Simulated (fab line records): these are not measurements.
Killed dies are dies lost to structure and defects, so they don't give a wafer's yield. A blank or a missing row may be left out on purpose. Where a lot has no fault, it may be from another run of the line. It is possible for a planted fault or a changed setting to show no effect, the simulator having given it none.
A lot that was struck, set against a sound lot | flow sfq-line | 20 steps out of a route of 325
Sound: the wafers L712.1, L712.4, L712.5. Wafers struck: L723.1, L723.3, L723.6. The cause is named last.
Order at every step that has rows: each side's tool, ch and its chambers, its first start. Under that, the readings that differ: sound wafers | struck wafers | difference of the means | sigmas: that difference in standard deviations of wafers without a fault.
alike: words and numbers the same on both sides, and readings whose means are apart by under 2 such deviations; not compared: readings that were withheld, readings missing a value for some wafer, numbers with overlapping values and no deviation given by the record, and bounds like >300 which may hide the same value.
Wherever a step has rows on one side only, a row that says differs or no value, or a row with sigmas, the two part there. Non-overlapping numbers with no deviation appear without sigmas and do not part them. A reading that every wafer of one side lacks parts them only if that side has two wafers or more.

first, 2 steps without rows for these wafers: SFQ_TRILAYER_I6_VIA_LITHO_PEB_172 (peb time 60 s); SFQ_TRILAYER_I6_VIA_LITHO_DEVELOP_171 (time 60 s).
SFQ_I6_OVL_MEAS_942:
  sound: overlay-02 at day 73 06:56; struck: overlay-01 at day 76 01:26
  alike: I6_OVL
SFQ_TRILAYER_I6_VIA_BARC_OPEN_VIA_ETCH_235: etches BARC in O2, target depth 125 nm, time 41.7 s.
  sound on rie-diel-04 ch 0,2,3, day 73 06:59; struck on rie-diel-01 ch 0,2,3, day 76 01:29
  alike: chamber-pressure-mTorr, drypump-motor-current-A, oes-product-au
  not compared: rf-hours-counter-h
SFQ_TRILAYER_I6_VIA_ETCH_VIA_ETCH_172: etches SiO2 in CHF3, stops on Nb, target depth 260 nm.
  sound on rie-diel-04 ch 0,2,3, day 73 07:01; struck on rie-diel-01 ch 0,2,3, day 76 01:31
  alike: chamber-pressure-mTorr, drypump-motor-current-A, oes-product-au
SFQ_TRILAYER_I6_VIA_STRIP_STRIP_173: strips in O2.
  sound on rie-metal-01 ch 0,1, day 73 07:08; struck on rie-metal-01 ch 0, day 76 01:38
  alike: chamber-pressure-mTorr, drypump-motor-current-A, oes-product-au
  not compared: rf-hours-counter-h
then, 3 steps without rows for these wafers: SFQ_TRILAYER_I6_VIA_STRIP_SOLV_CLEAN_174 (cleans in NMP, time 600 s); SFQ_TRILAYER_M7_DEP_PRE_CLEAN_176 (time 22.5 s); SFQ_TRILAYER_M7_DEP_SPUTTER_175 (material Nb, target thk 200 nm, time 133.3 s).
SFQ_M7_RS_MEAS_943: measurement is done with a four-point probe.
  sound: film-metro-01 at day 73 08:12; struck: film-metro-02 at day 76 03:07
  alike: M7_NB_RS
then, 1 step without rows for these wafers: SFQ_TRILAYER_M7_LITHO_COAT_182 (resist thk 62 nm).
SFQ_TRILAYER_M7_LITHO_COAT_177: resist thk 600 nm.
  sound on litho-track-03 ch 0, day 73 08:41; struck on litho-track-03 ch 0, day 76 03:36
  reading                                             | sound                | struck               | difference | sigmas
  spin-speed-rpm (rpm)                                | 2998.1 2999.4 3000.7 | 2781.6 2782.0 2781.3 | -217.8     | -99 or more
  model.KrF_of_TRILAYER_M7_LITHO_COAT_177.thk-nm (nm) | 599.5 598.3 599.7    | 625.4 622.7 624.2    | +24.9      |
then, 4 steps without rows for these wafers: SFQ_TRILAYER_M7_LITHO_SOFTBAKE_181; SFQ_TRILAYER_M7_LITHO_EXPOSE_178 (exposes mask M7, target cd 500 nm); SFQ_TRILAYER_M7_LITHO_PEB_180 (peb time 60 s); SFQ_TRILAYER_M7_LITHO_DEVELOP_179 (time 60 s).
-- the record jumps here: 4 days lie between the struck wafers' starts before and after --
SFQ_M7_OVL_MEAS_945:
  sound: overlay-02 at day 77 05:02; struck: overlay-02 at day 80 11:02
  alike: M7_OVL
SFQ_TRILAYER_M7_BARC_OPEN_METAL_ETCH_229: etches BARC in O2, target depth 125 nm, time 41.7 s.
  sound on rie-metal-02 ch 0,1, day 77 05:05; struck on rie-metal-01 ch 0,1, day 80 11:04
  alike: chamber-pressure-mTorr, drypump-motor-current-A, oes-product-au
  not compared: rf-hours-counter-h
SFQ_TRILAYER_M7_ETCH_METAL_ETCH_180: etches Nb in Cl2/Ar, stops on SiO2, target depth 240 nm, time 120 s.
  sound on rie-metal-02 ch 0,1, day 77 05:08; struck on rie-metal-01 ch 0,1, day 80 11:07
  reading                                             | sound           | struck            | difference | sigmas
  model.KrF_of_TRILAYER_M7_LITHO_COAT_177.thk-nm (nm) | 387.4 384.4 381 | 410.6 406.1 409.4 | +24.4      |
  alike: chamber-pressure-mTorr, drypump-motor-current-A, oes-product-au
  not compared: rf-hours-counter-h
SFQ_TRILAYER_M7_STRIP_STRIP_181: strips in O2.
  sound on rie-metal-02 ch 0,1, day 77 05:16; struck on rie-metal-01 ch 0,1, day 80 11:15
  alike: chamber-pressure-mTorr, drypump-motor-current-A, oes-product-au
  not compared: rf-hours-counter-h

WHERE THEY PART
Within this record, at SFQ_TRILAYER_M7_LITHO_COAT_177 only. Later steps at which nothing parts them and some readings are alike: SFQ_M7_OVL_MEAS_945, SFQ_TRILAYER_M7_BARC_OPEN_METAL_ETCH_229, SFQ_TRILAYER_M7_ETCH_METAL_ETCH_180, SFQ_TRILAYER_M7_STRIP_STRIP_181.

WHY: what had been put in by the simulator
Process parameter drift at SFQ_TRILAYER_M7_LITHO_COAT_177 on litho-track-03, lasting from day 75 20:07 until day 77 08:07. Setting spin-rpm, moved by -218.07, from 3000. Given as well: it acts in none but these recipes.
